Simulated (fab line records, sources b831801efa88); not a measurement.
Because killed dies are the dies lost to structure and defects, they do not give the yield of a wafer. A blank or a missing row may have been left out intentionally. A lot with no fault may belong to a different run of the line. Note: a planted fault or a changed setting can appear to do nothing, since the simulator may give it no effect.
Which tool was responsible? :: flow gf180mcu :: 24 lots with 72 wafers sampled at 6 steps, on a route of 602 steps

## WHAT THE GAUGES SHOWED, per wafer
GF_SAB_CD_MEAS_09 targets a cd of 420 nm.
lot: L074
measured: day 15 05:17
on: cd_sem-01
cd_nm (nm): 420.6 419.2 419.5

lot: L075
measured: day 15 10:05
on: cd_sem-01
cd_nm (nm): 420.5 420.3 422.7

lot: L076
measured: day 16 01:30
on: cd_sem-01
cd_nm (nm): 417.3 415.2 418.9

lot: L077
measured: day 16 08:53
on: cd_sem-01
cd_nm (nm): 423.8 426.2 423.4

lot: L079
measured: day 16 20:20
on: cd_sem-01
cd_nm (nm): 419.9 421.2 420.4

lot: L078
measured: day 17 00:21
on: cd_sem-02
cd_nm (nm): 417.7 418.0 416.6

lot: L080
measured: day 17 06:28
on: cd_sem-02
cd_nm (nm): 419.6 419.8 421.2

lot: L081
measured: day 17 15:28
on: cd_sem-02
cd_nm (nm): 419.9 418.6 420.4

lot: L082
measured: day 18 03:48
on: cd_sem-01
cd_nm (nm): 422.5 423.5 422.9

lot: L083
measured: day 18 10:35
on: cd_sem-02
cd_nm (nm): 418.4 421.7 422.2

lot: L084
measured: day 18 18:02
on: cd_sem-02
cd_nm (nm): 417.4 417.0 417.4

lot: L085
measured: day 19 02:58
on: cd_sem-02
cd_nm (nm): 421.4 420.2 418.1

lot: L086
measured: day 19 10:53
on: cd_sem-01
cd_nm (nm): 417.5 419.5 416.1

lot: L087
measured: day 19 18:11
on: cd_sem-01
cd_nm (nm): 417.5 418.8 418.1

lot: L088
measured: day 20 02:44
on: cd_sem-02
cd_nm (nm): 416.8 416.5 416.1

lot: L089
measured: day 20 08:23
on: cd_sem-02
cd_nm (nm): 415.9 415.5 415.5

lot: L090
measured: day 20 19:53
on: cd_sem-01
cd_nm (nm): 419.0 418.4 419.9

lot: L091
measured: day 21 07:08
on: cd_sem-02
cd_nm (nm): 421.4 420.8 422.0

lot: L092
measured: day 21 11:38
on: cd_sem-02
cd_nm (nm): 413.5 414.3 415.5

lot: L093
measured: day 21 17:48
on: cd_sem-02
cd_nm (nm): 420.5 424.6 421.9

lot: L094
measured: day 22 04:41
on: cd_sem-01
cd_nm (nm): 421.3 418.8 421.4

lot: L095
measured: day 22 13:14
on: cd_sem-02
cd_nm (nm): 421.2 420.3 420.1

lot: L096
measured: day 22 19:33
on: cd_sem-01
cd_nm (nm): 421.9 419.9 420.9

lot: L097
measured: day 23 08:41
on: cd_sem-01
cd_nm (nm): 418.3 415.6 418.2

GF_V4_THK_MEAS_03.
lot: L074
measured: day 23 14:26
on: film_metro-02
V4_CVD_02_THK (nm): 830 828 844

lot: L075
measured: day 23 18:56
on: film_metro-01
V4_CVD_02_THK (nm): 839 865 847

lot: L076
measured: day 24 13:13
on: film_metro-04
V4_CVD_02_THK (nm): 860 862 860

lot: L077
measured: day 24 18:55
on: film_metro-01
V4_CVD_02_THK (nm): 827 831 841

lot: L079
measured: day 25 05:34
on: film_metro-02
V4_CVD_02_THK (nm): 839 833 845

lot: L078
measured: day 25 09:27
on: film_metro-02
V4_CVD_02_THK (nm): 847 845 864

lot: L080
measured: day 25 15:22
on: film_metro-01
V4_CVD_02_THK (nm): 851 861 866

lot: L081
measured: day 25 23:27
on: film_metro-04
V4_CVD_02_THK (nm): 835 838 846

lot: L082
measured: day 26 11:01
on: film_metro-02
V4_CVD_02_THK (nm): 846 866 866

lot: L083
measured: day 26 17:25
on: film_metro-01
V4_CVD_02_THK (nm): 848 838 865

lot: L084
measured: day 27 00:00
on: film_metro-01
V4_CVD_02_THK (nm): 860 852 876

lot: L085
measured: day 27 06:50
on: film_metro-02
V4_CVD_02_THK (nm): 826 849 835

lot: L086
measured: day 27 14:11
on: film_metro-04
V4_CVD_02_THK (nm): 843 858 863

lot: L087
measured: day 27 19:14
on: film_metro-01
V4_CVD_02_THK (nm): 851 868 883

lot: L088
measured: day 28 00:53
on: film_metro-01
V4_CVD_02_THK (nm): 841 876 862

lot: L089
measured: day 28 07:13
on: film_metro-04
V4_CVD_02_THK (nm): 853 861 867

lot: L090
measured: day 28 17:30
on: film_metro-02
V4_CVD_02_THK (nm): 855 849 858

lot: L091
measured: day 28 23:25
on: film_metro-04
V4_CVD_02_THK (nm): 844 852 860

lot: L092
measured: day 29 05:49
on: film_metro-02
V4_CVD_02_THK (nm): 845 842 856

lot: L093
measured: day 29 12:40
on: film_metro-04
V4_CVD_02_THK (nm): 845 861 872

lot: L094
measured: day 29 16:39
on: film_metro-04
V4_CVD_02_THK (nm): 840 836 840

lot: L095
measured: day 30 02:13
on: film_metro-04
V4_CVD_02_THK (nm): 861 855 864

lot: L096
measured: day 30 07:18
on: film_metro-04
V4_CVD_02_THK (nm): 844 854 853

lot: L097
measured: day 30 16:05
on: film_metro-02
V4_CVD_02_THK (nm): 840 859 868

GF_V5_THK_MEAS_03.
lot: L074
measured: day 26 10:47
on: film_metro-03
V5_CVD_02_THK (nm): 1416 1437 1465

lot: L075
measured: day 26 15:34
on: film_metro-04
V5_CVD_02_THK (nm): 1398 1435 1440

lot: L076
measured: day 27 07:01
on: film_metro-01
V5_CVD_02_THK (nm): 1432 1475 1454

lot: L077
measured: day 27 12:41
on: film_metro-03
V5_CVD_02_THK (nm): 1421 1448 1447

lot: L079
measured: day 27 21:59
on: film_metro-04
V5_CVD_02_THK (nm): 1438 1409 1435

lot: L078
measured: day 28 02:06
on: film_metro-03
V5_CVD_02_THK (nm): 1423 1427 1466

lot: L080
measured: day 28 08:27
on: film_metro-01
V5_CVD_02_THK (nm): 1423 1418 1428

lot: L081
measured: day 28 16:18
on: film_metro-04
V5_CVD_02_THK (nm): 1463 1415 1461

lot: L082
measured: day 29 01:56
on: film_metro-01
V5_CVD_02_THK (nm): 1438 1443 1466

lot: L083
measured: day 29 07:49
on: film_metro-04
V5_CVD_02_THK (nm): 1407 1449 1440

lot: L084
measured: day 29 13:31
on: film_metro-04
V5_CVD_02_THK (nm): 1424 1428 1460

lot: L085
measured: day 29 20:16
on: film_metro-03
V5_CVD_02_THK (nm): 1420 1414 1436

lot: L086
measured: day 30 03:24
on: film_metro-03
V5_CVD_02_THK (nm): 1427 1451 1468

lot: L087
measured: day 30 08:22
on: film_metro-03
V5_CVD_02_THK (nm): 1418 1428 1463

lot: L088
measured: day 30 13:00
on: film_metro-03
V5_CVD_02_THK (nm): 1434 1443 1465

lot: L089
measured: day 30 18:19
on: film_metro-01
V5_CVD_02_THK (nm): 1421 1445 1469

lot: L090
measured: day 31 04:38
on: film_metro-01
V5_CVD_02_THK (nm): 1426 1404 1447

lot: L091
measured: day 31 09:17
on: film_metro-04
V5_CVD_02_THK (nm): 1413 1443 1455

lot: L092
measured: day 31 17:17
on: film_metro-03
V5_CVD_02_THK (nm): 1417 1442 1475

lot: L093
measured: day 31 21:11
on: film_metro-04
V5_CVD_02_THK (nm): 1412 1475 1448

lot: L094
measured: day 32 01:49
on: film_metro-03
V5_CVD_02_THK (nm): 1444 1433 1451

lot: L095
measured: day 32 10:15
on: film_metro-04
V5_CVD_02_THK (nm): 1448 1433 1466

lot: L096
measured: day 32 17:07
on: film_metro-01
V5_CVD_02_THK (nm): 1447 1437 1466

lot: L097
measured: day 32 22:34
on: film_metro-03
V5_CVD_02_THK (nm): 1434 1427 1446

## TOOL THAT RAN EACH LOT (tool first, then ch and the chambers of the sampled wafers, then the start)
lot: L074
GF_M1_SPUTTER_04: pvd_sputter-03, day 16 05:57
GF_MIM_SPUTTER_07: pvd_sputter-04, day 24 14:53
GF_V5_CVD_02: pecvd-02 ch 1,2, day 26 10:40

lot: L075
GF_M1_SPUTTER_04: pvd_sputter-03, day 16 10:50
GF_MIM_SPUTTER_07: pvd_sputter-03, day 24 19:25
GF_V5_CVD_02: pecvd-02 ch 0,1,2, day 26 15:27

lot: L076
GF_M1_SPUTTER_04: pvd_sputter-04, day 17 03:07
GF_MIM_SPUTTER_07: pvd_sputter-04, day 25 13:09
GF_V5_CVD_02: pecvd-01 ch 0,1,2, day 27 06:56

lot: L077
GF_M1_SPUTTER_04: pvd_sputter-04, day 17 10:20
GF_MIM_SPUTTER_07: pvd_sputter-04, day 25 18:18
GF_V5_CVD_02: pecvd-02 ch 0,1, day 27 12:35

lot: L079
GF_M1_SPUTTER_04: pvd_sputter-03, day 17 22:19
GF_MIM_SPUTTER_07: pvd_sputter-04, day 26 04:53
GF_V5_CVD_02: pecvd-01 ch 0,1,2, day 27 21:53

lot: L078
GF_M1_SPUTTER_04: pvd_sputter-03, day 18 02:07
GF_MIM_SPUTTER_07: pvd_sputter-01, day 26 09:12
GF_V5_CVD_02: pecvd-01 ch 0,1,2, day 28 01:59

lot: L080
GF_M1_SPUTTER_04: pvd_sputter-04, day 18 08:56
GF_MIM_SPUTTER_07: pvd_sputter-04, day 26 15:24
GF_V5_CVD_02: pecvd-02 ch 0,1,2, day 28 08:20

lot: L081
GF_M1_SPUTTER_04: pvd_sputter-03, day 18 18:11
GF_MIM_SPUTTER_07: pvd_sputter-01, day 26 22:39
GF_V5_CVD_02: pecvd-02 ch 0,2, day 28 16:11

lot: L082
GF_M1_SPUTTER_04: pvd_sputter-03, day 19 06:55
GF_MIM_SPUTTER_07: pvd_sputter-04, day 27 09:41
GF_V5_CVD_02: pecvd-04 ch 0,1, day 29 01:49

lot: L083
GF_M1_SPUTTER_04: pvd_sputter-03, day 19 14:25
GF_MIM_SPUTTER_07: pvd_sputter-01, day 27 15:39
GF_V5_CVD_02: pecvd-02 ch 0,1,2, day 29 07:43

lot: L084
GF_M1_SPUTTER_04: pvd_sputter-04, day 19 21:55
GF_MIM_SPUTTER_07: pvd_sputter-01, day 27 22:02
GF_V5_CVD_02: pecvd-01 ch 0,2, day 29 13:23

lot: L085
GF_M1_SPUTTER_04: pvd_sputter-03, day 20 06:44
GF_MIM_SPUTTER_07: pvd_sputter-04, day 28 04:42
GF_V5_CVD_02: pecvd-01 ch 0,2, day 29 20:10

lot: L086
GF_M1_SPUTTER_04: pvd_sputter-04, day 20 13:21
GF_MIM_SPUTTER_07: pvd_sputter-03, day 28 11:59
GF_V5_CVD_02: pecvd-04 ch 0,1,2, day 30 03:17

lot: L087
GF_M1_SPUTTER_04: pvd_sputter-01, day 20 21:29
GF_MIM_SPUTTER_07: pvd_sputter-04, day 28 17:44
GF_V5_CVD_02: pecvd-04 ch 0,1,2, day 30 08:16

lot: L088
GF_M1_SPUTTER_04: pvd_sputter-04, day 21 06:19
GF_MIM_SPUTTER_07: pvd_sputter-01, day 28 22:26
GF_V5_CVD_02: pecvd-02 ch 0,1, day 30 12:53

lot: L089
GF_M1_SPUTTER_04: pvd_sputter-01, day 21 12:31
GF_MIM_SPUTTER_07: pvd_sputter-03, day 29 04:23
GF_V5_CVD_02: pecvd-04 ch 0,1,2, day 30 18:11

lot: L090
GF_M1_SPUTTER_04: pvd_sputter-03, day 21 23:07
GF_MIM_SPUTTER_07: pvd_sputter-03, day 29 14:09
GF_V5_CVD_02: pecvd-04 ch 0,1,2, day 31 04:31

lot: L091
GF_M1_SPUTTER_04: pvd_sputter-03, day 22 10:25
GF_MIM_SPUTTER_07: pvd_sputter-01, day 29 20:26
GF_V5_CVD_02: pecvd-04 ch 1,2, day 31 09:10

lot: L092
GF_M1_SPUTTER_04: pvd_sputter-04, day 22 14:41
GF_MIM_SPUTTER_07: pvd_sputter-03, day 30 03:29
GF_V5_CVD_02: pecvd-01 ch 0,1, day 31 17:07

lot: L093
GF_M1_SPUTTER_04: pvd_sputter-01, day 22 20:02
GF_MIM_SPUTTER_07: pvd_sputter-04, day 30 08:46
GF_V5_CVD_02: pecvd-04 ch 0,1, day 31 21:01

lot: L094
GF_M1_SPUTTER_04: pvd_sputter-03, day 23 07:20
GF_MIM_SPUTTER_07: pvd_sputter-04, day 30 13:35
GF_V5_CVD_02: pecvd-04 ch 1, day 32 01:39

lot: L095
GF_M1_SPUTTER_04: pvd_sputter-03, day 23 15:55
GF_MIM_SPUTTER_07: pvd_sputter-04, day 30 23:00
GF_V5_CVD_02: pecvd-04 ch 0,1,2, day 32 10:08

lot: L096
GF_M1_SPUTTER_04: pvd_sputter-03, day 23 22:02
GF_MIM_SPUTTER_07: pvd_sputter-01, day 31 03:24
GF_V5_CVD_02: pecvd-04 ch 0,2, day 32 17:00

lot: L097
GF_M1_SPUTTER_04: pvd_sputter-01, day 24 10:39
GF_MIM_SPUTTER_07: pvd_sputter-01, day 31 11:43
GF_V5_CVD_02: pecvd-04 ch 0,1, day 32 22:28
- GF_M1_SPUTTER_04: material TiN, target thk 50 nm, time 41.7 s.
- GF_MIM_SPUTTER_07: material TiN, target thk 60 nm, time 50 s.
- GF_V5_CVD_02: deposits SiO2 from TEOS, target thk 1450 nm, time 163.28 s.

## WHAT THE TOOLS THEMSELVES READ (means of the sampled wafers that have a number; where no wafer has one, the mark that the record gives instead)
GF_M1_SPUTTER_04.
lot: L074
tool: pvd_sputter-03
throttle_valve_pct (%): 30.6

lot: L075
tool: pvd_sputter-03
throttle_valve_pct (%): 30.5

lot: L076
tool: pvd_sputter-04
throttle_valve_pct (%): 30.6

lot: L077
tool: pvd_sputter-04
throttle_valve_pct (%): 29.1

lot: L079
tool: pvd_sputter-03
throttle_valve_pct (%): 30.9

lot: L078
tool: pvd_sputter-03
throttle_valve_pct (%): 31.1

lot: L080
tool: pvd_sputter-04
throttle_valve_pct (%): 29.1

lot: L081
tool: pvd_sputter-03
throttle_valve_pct (%): 30.3

lot: L082
tool: pvd_sputter-03
throttle_valve_pct (%): 30.9

lot: L083
tool: pvd_sputter-03
throttle_valve_pct (%): 30.2

lot: L084
tool: pvd_sputter-04
throttle_valve_pct (%): 30.4

lot: L085
tool: pvd_sputter-03
throttle_valve_pct (%): 30.4

lot: L086
tool: pvd_sputter-04
throttle_valve_pct (%): 29.5

lot: L087
tool: pvd_sputter-01
throttle_valve_pct (%): 30.1

lot: L088
tool: pvd_sputter-04
throttle_valve_pct (%): 30.3

lot: L089
tool: pvd_sputter-01
throttle_valve_pct (%): 30.2

lot: L090
tool: pvd_sputter-03
throttle_valve_pct (%): 30.3

lot: L091
tool: pvd_sputter-03
throttle_valve_pct (%): 30.6

lot: L092
tool: pvd_sputter-04
throttle_valve_pct (%): 29.9

lot: L093
tool: pvd_sputter-01
throttle_valve_pct (%): 30.9

lot: L094
tool: pvd_sputter-03
throttle_valve_pct (%): 30.6

lot: L095
tool: pvd_sputter-03
throttle_valve_pct (%): 30.4

lot: L096
tool: pvd_sputter-03
throttle_valve_pct (%): 31.2

lot: L097
tool: pvd_sputter-01
throttle_valve_pct (%): 30.9

GF_MIM_SPUTTER_07.
lot: L074
tool: pvd_sputter-04
throttle_valve_pct (%): 30.9

lot: L075
tool: pvd_sputter-03
throttle_valve_pct (%): 30.6

lot: L076
tool: pvd_sputter-04
throttle_valve_pct (%): 29.8

lot: L077
tool: pvd_sputter-04
throttle_valve_pct (%): 30.4

lot: L079
tool: pvd_sputter-04
throttle_valve_pct (%): 31.1

lot: L078
tool: pvd_sputter-01
throttle_valve_pct (%): 29.5

lot: L080
tool: pvd_sputter-04
throttle_valve_pct (%): 31.0

lot: L081
tool: pvd_sputter-01
throttle_valve_pct (%): 30.8

lot: L082
tool: pvd_sputter-04
throttle_valve_pct (%): 31.4

lot: L083
tool: pvd_sputter-01
throttle_valve_pct (%): 30.2

lot: L084
tool: pvd_sputter-01
throttle_valve_pct (%): 30.9

lot: L085
tool: pvd_sputter-04
throttle_valve_pct (%): 29.4

lot: L086
tool: pvd_sputter-03
throttle_valve_pct (%): 29.9

lot: L087
tool: pvd_sputter-04
throttle_valve_pct (%): 30.5

lot: L088
tool: pvd_sputter-01
throttle_valve_pct (%): 30.1

lot: L089
tool: pvd_sputter-03
throttle_valve_pct (%): 30.8

lot: L090
tool: pvd_sputter-03
throttle_valve_pct (%): 30.3

lot: L091
tool: pvd_sputter-01
throttle_valve_pct (%): 30.6

lot: L092
tool: pvd_sputter-03
throttle_valve_pct (%): 30.5

lot: L093
tool: pvd_sputter-04
throttle_valve_pct (%): 30.2

lot: L094
tool: pvd_sputter-04
throttle_valve_pct (%): 30.7

lot: L095
tool: pvd_sputter-04
throttle_valve_pct (%): 31.0

lot: L096
tool: pvd_sputter-01
throttle_valve_pct (%): 30.7

lot: L097
tool: pvd_sputter-01
throttle_valve_pct (%): 31.0

GF_V5_CVD_02.
lot: L074
tool: pecvd-02
heater_power_w (W): 702

lot: L075
tool: pecvd-02
heater_power_w (W): 556

lot: L076
tool: pecvd-01
heater_power_w (W): 570

lot: L077
tool: pecvd-02
heater_power_w (W): 680

lot: L079
tool: pecvd-01
heater_power_w (W): 645

lot: L078
tool: pecvd-01
heater_power_w (W): 604

lot: L080
tool: pecvd-02
heater_power_w (W): 668

lot: L081
tool: pecvd-02
heater_power_w (W): 590

lot: L082
tool: pecvd-04
heater_power_w (W): 580

lot: L083
tool: pecvd-02
heater_power_w (W): 609

lot: L084
tool: pecvd-01
heater_power_w (W): 564

lot: L085
tool: pecvd-01
heater_power_w (W): 602

lot: L086
tool: pecvd-04
heater_power_w (W): 585

lot: L087
tool: pecvd-04
heater_power_w (W): 528

lot: L088
tool: pecvd-02
heater_power_w (W): 670

lot: L089
tool: pecvd-04
heater_power_w (W): 610

lot: L090
tool: pecvd-04
heater_power_w (W): 558

lot: L091
tool: pecvd-04
heater_power_w (W): 576

lot: L092
tool: pecvd-01
heater_power_w (W): 586

lot: L093
tool: pecvd-04
heater_power_w (W): 545

lot: L094
tool: pecvd-04
heater_power_w (W): 616

lot: L095
tool: pecvd-04
heater_power_w (W): 619

lot: L096
tool: pecvd-04
heater_power_w (W): 475

lot: L097
tool: pecvd-04
heater_power_w (W): 562

## THE ANSWER, worked out from the rows above alone
Rule: what is usual is taken from the lots themselves. Put in order of their means at a reading, lots are off if they are a third of the lots or fewer, leave a main group of 4 or more, and stand apart from it by a gap of 3 or more times the standard deviation of the main group's means; of several such gaps the widest counts. If all means in a main group match to the digits the tables above print for the reading, that group is not used. Also off: a lot with no number at a reading for which 4 or more lots have one. The other lots that the step has rows for count as sound. After the gauges, taken in route order, come the tools' own readings; for these a lot's mean is taken, as printed above. At the first step where some lot is off, the reading lying furthest off is the one used; lots without a number count as furthest.
None of the lots is off at any reading shown; this tells nothing.

## WHAT THE SIMULATOR HAD PUT IN
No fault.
